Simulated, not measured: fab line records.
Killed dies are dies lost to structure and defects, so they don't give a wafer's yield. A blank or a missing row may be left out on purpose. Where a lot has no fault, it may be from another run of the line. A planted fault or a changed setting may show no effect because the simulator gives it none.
2 desks, one fault :: flow sky130 :: what lay behind the numbers comes last; until then each desk has only its own

== DESK OF THE TOOL OWNER: pvd-sputter-02 ==
The tool's own readings at SKY_CAPM_SPUTTER_02 (material TiN, target thk 200 nm, time 166.7 s): means of the sampled wafers that have a number, for each lot that ran on this tool. The brackets show how far a lot's mean lies from the usual mean; more than 4 standard deviations puts the lot out of limits, marked OUT.
Columns: A = throttle-valve-pct at SKY_CAPM_SPUTTER_02, usual 29.7 %
lot: L132
first seen here: day 37 05:28
A: 29.1

lot: L134
first seen here: day 37 17:07
A: 29.7

lot: L135
first seen here: day 38 18:46
A: 29.7

lot: L143
first seen here: day 40 10:11
A: 29.4

lot: L148
first seen here: day 41 20:22
A: 28.8

lot: L149
first seen here: day 42 06:43
A: 29.4

lot: L150
first seen here: day 42 10:34
A: 30.2
This desk's verdict: no lot among the 7 shows anything out of limits.

== THE METROLOGY DESK ==
Lot by lot, what the gauges showed, no matter which tool ran the lot: averages of those sampled wafers that carry a number. The brackets show how far a lot's mean lies from the usual mean; more than 4 standard deviations puts the lot out of limits, marked OUT.
Columns: A = CAPM_TIN_RS at SKY_CAPM_RS_MEAS_03, usual 6.93 ohm/sq; B = CAPM_TIN_THK at SKY_CAPM_THK_MEAS_04, usual 201.8 nm
lot: L132
first seen here: day 37 05:34
A: 6.90
B: 201.9

lot: L134
first seen here: day 37 17:15
A: 6.96
B: 201.8

lot: L135
first seen here: day 38 18:53
A: 6.97
B: 201.3

lot: L140
first seen here: day 39 17:11
A: 6.99
B: 201.2

lot: L142
first seen here: day 40 02:46
A: 6.85
B: 203.6

lot: L143
first seen here: day 40 10:19
A: 7.12
B: 195.8

lot: L144
first seen here: day 40 15:29
A: 6.87
B: 204.4

lot: L148
first seen here: day 41 20:29
A: 6.80
B: 207.4

lot: L149
first seen here: day 42 06:49
A: 6.44 (-5.5) OUT
B: 214.9 (+4.8) OUT

lot: L150
first seen here: day 42 10:40
A: 6.17 (-8.5) OUT
B: 225.7 (+8.9) OUT
This desk finds L149, L150 out of limits, with the earliest case on L149 at day 42 06:49 (CAPM_TIN_RS at SKY_CAPM_RS_MEAS_03). L132, L134, L135, L140, L142, L143, L144, L148: within limits.

== TAKEN TOGETHER ==
At day 42 06:49 the metrology desk could have sounded an alarm, on L149, L150.
The desk of the tool owner found nothing out of limits.
The tool owner's desk has L149, L150 on record, within its limits.
All the named lots went through SKY_CAPM_SPUTTER_02 on pvd-sputter-02.

== WHAT THE SIMULATOR PUT IN ==
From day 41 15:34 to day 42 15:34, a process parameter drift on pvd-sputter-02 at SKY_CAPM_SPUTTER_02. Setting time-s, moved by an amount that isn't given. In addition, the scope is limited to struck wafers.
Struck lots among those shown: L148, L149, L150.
Hours from the fault's start to each desk's first reading out of limits: the metrology desk, 15.
